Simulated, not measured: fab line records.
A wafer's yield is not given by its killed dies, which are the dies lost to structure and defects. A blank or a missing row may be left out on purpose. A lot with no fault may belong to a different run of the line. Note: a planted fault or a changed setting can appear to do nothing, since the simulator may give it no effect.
A lot that was struck, set against a sound lot	flow sky130	16 out of 708 route steps
Sound: the wafers L466.1, L466.4, L466.6. Wafers L460.2, L460.3, L460.4 were the ones struck. The cause is given at the end.
Each step with rows lists, per side, the tool, then ch with its chambers, then its first start. Under that, the readings that differ: sound wafers	struck wafers	difference of the means	sigmas: that difference in standard deviations of wafers without a fault.
alike: readings whose means differ by less than 2 such deviations, and words and numbers that are the same on both sides. not compared: withheld readings, readings that some wafer has no value for, bounds like >300 that may hide the same value, and numbers for which the record gives no deviation and whose values overlap.
A row with sigmas, a row that says differs or no value, or rows on one side alone: a step with any of these is where the two part. Numbers that don't overlap but have no deviation are shown without sigmas and don't part them. A reading missing from all wafers of one side parts the sides only when that side holds two or more wafers.

SKY_CAP2M_THK_MEAS_01:
  sound on film metro-02 at day 45 10:26; struck on film metro-02 at day 43 20:13
  alike: CAP2M_CVD_00_THK
SKY_CAP2M_SPUTTER_02: material TiN, target thk 200 nm, time 166.7 s.
  sound on pvd sputter-04 at day 45 10:30; struck on pvd sputter-04 at day 43 20:16
  alike: throttle valve pct
SKY_CAP2M_RS_MEAS_03: a four-point-probe measurement.
  sound on film metro-04 at day 45 10:36; struck on film metro-02 at day 43 20:23
  alike: CAP2M_TIN_RS
SKY_CAP2M_THK_MEAS_04: measures by xrf.
  sound on film metro-04 at day 45 10:43; struck on film metro-02 at day 43 20:30
  alike: CAP2M_TIN_THK
then, 7 steps without rows for these wafers: SKY_CAP2M_DEHYDRATE_05 (time 60 s); SKY_CAP2M_HMDS_06 (prime time 60 s); SKY_CAP2M_COAT_07 (resist thk 1140 nm); SKY_CAP2M_SOFTBAKE_08 (time 60 s); SKY_CAP2M_EXPOSE_09 (exposes mask CAP2M, target cd 1000 nm); SKY_CAP2M_PEB_10; SKY_CAP2M_DEVELOP_11 (develop time 60 s).
SKY_CAP2M_OVL_MEAS_12:
  sound on overlay-01 at day 46 07:08; struck on overlay-01 at day 44 18:50
  alike: CAP2M_OVL
SKY_CAP2M_METAL_ETCH_13: etches TiN in Cl2/BCl3, stops on SiO2, target depth 220 nm, time 62.9 s.
  sound on rie metal-02 ch 0,1, day 46 07:10; struck on rie metal-03 ch 0,1, day 44 18:52
  no value came back on the struck wafers for any of 5 readings (bcl3 flow sccm (sccm), bias w (W) and others); on the sound wafers bcl3 flow sccm (sccm) reads 30.09 30.13 29.92
reading	sound	struck	difference	sigmas
model.NOVOLAK_of_CAP2M_COAT_07.thk nm (nm)	987.8 999.2 995	1144 1141 1143	+149	
  not compared: rf hours counter h
SKY_CAP2M_STRIP_14: strips in O2/N2.
  sound on plasma asher-02 ch 0,1, day 46 07:15; struck on plasma asher-01 ch 0,1, day 44 18:56
reading	sound	struck	difference	sigmas
strip time to endpoint s (s)	12.58 12.71 12.67	14.23 14.19 14.23	+1.56	+36
  alike: drypump motor current A, oes product au
  not compared: rf hours counter h
then, 1 step without rows for these wafers: SKY_CAP2M_STRIP_15 (strips in post etch residue remover, time 1200 s).
-- the record jumps here: 4 days lie between the struck wafers' starts before and after (it left off in module CAP2M and takes up again in module PAD_OPEN, whose first step shown is number 708 of the route) --
SKY_PAD_OPEN_PROBE_99:
  only the struck wafers here have rows in the record (prober-01, day 49 05:03); the sound ones have none

## WHERE THEY PART
First at SKY_CAP2M_METAL_ETCH_13; last, within this record, at SKY_PAD_OPEN_PROBE_99.

WHY: the cause the simulator had injected
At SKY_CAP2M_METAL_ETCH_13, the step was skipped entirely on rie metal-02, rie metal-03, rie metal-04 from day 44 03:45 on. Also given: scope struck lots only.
